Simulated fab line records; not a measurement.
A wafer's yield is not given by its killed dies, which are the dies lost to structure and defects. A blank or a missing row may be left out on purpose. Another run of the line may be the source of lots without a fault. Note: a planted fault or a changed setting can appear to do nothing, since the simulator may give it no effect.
The same fault as seen by 2 desks -- flow sky130 -- what lay behind the numbers comes last; until then each desk has only its own

## AT THE TOOL OWNER'S DESK: implanter-02
For each lot that ran on this tool, the mean over its sampled wafers that have a number, from the tool's own readings at SKY_LDD_N_IMPLANT_11. A lot is out of limits, marked OUT, if its mean lies more than 4 standard deviations from the usual mean; the brackets give that distance.
Columns: A = beam on s at SKY_LDD_N_IMPLANT_11, usual 10.02 s; B = dose ions cm2 at SKY_LDD_N_IMPLANT_11, usual 7.498e+13; C = faraday current uA at SKY_LDD_N_IMPLANT_11, usual 421
lot,first seen here,A,B,C
L216,day 19 10:35,10.09,7.505e+13,419
L218,day 20 12:56,10.07,7.507e+13,419
L229,day 24 01:24,10.07,7.501e+13,420
L231,day 24 18:45,12.00 (+9.0) OUT,1.216e+14 (+99 or more) OUT,573 (+17) OUT
L234,day 25 10:39,12.16 (+9.7) OUT,1.216e+14 (+99 or more) OUT,563 (+16) OUT
This desk's verdict: out of limits on L231, L234, starting with L231 at day 24 18:45 (beam on s at SKY_LDD_N_IMPLANT_11). L216, L218, L229 stayed within limits.

## THE METROLOGY DESK
Means of the sampled wafers that have a number, per lot and without regard to the tool the lot ran on: this is what the gauges read. A lot is out of limits, marked OUT, if its mean lies more than 4 standard deviations from the usual mean; the brackets give that distance.
Columns: A = LDD_N_TW at SKY_LDD_N_TW_MEAS_17, usual 2599
lot,first seen here,A
L212,day 18 03:00,2597
L216,day 19 11:25,2598
L218,day 20 13:45,2583
L221,day 21 04:58,2599
L222,day 21 18:02,2576
L223,day 22 04:40,2598
L224,day 22 08:43,2586
L229,day 24 02:15,2610
L231,day 24 19:36,2682 (+4.4) OUT
L234,day 25 11:28,2667
This desk reports L231 out of limits; the earliest was L231 at day 24 19:36 (LDD_N_TW at SKY_LDD_N_TW_MEAS_17). L212, L216, L218, L221, L222, L223, L224, L229, L234 stayed within limits.

## TAKEN TOGETHER
At day 24 18:45, on L231, L234, the tool owner's desk was in a position to raise an alarm.
Metrology desk: alarm possible at day 24 19:36 on L231.
The metrology desk holds a record of L234, inside its limits.
SKY_LDD_N_IMPLANT_11 was run on implanter-02 by each of the lots named.

## WHAT HAD BEEN PUT IN BY THE SIMULATOR
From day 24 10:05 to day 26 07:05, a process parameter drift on implanter-02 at SKY_LDD_N_IMPLANT_11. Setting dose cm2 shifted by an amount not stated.
Shown lots that were struck: L231, L234.
Hours from the fault's start to each desk's first reading out of limits: the tool owner's desk, 9; the metrology desk, 10.
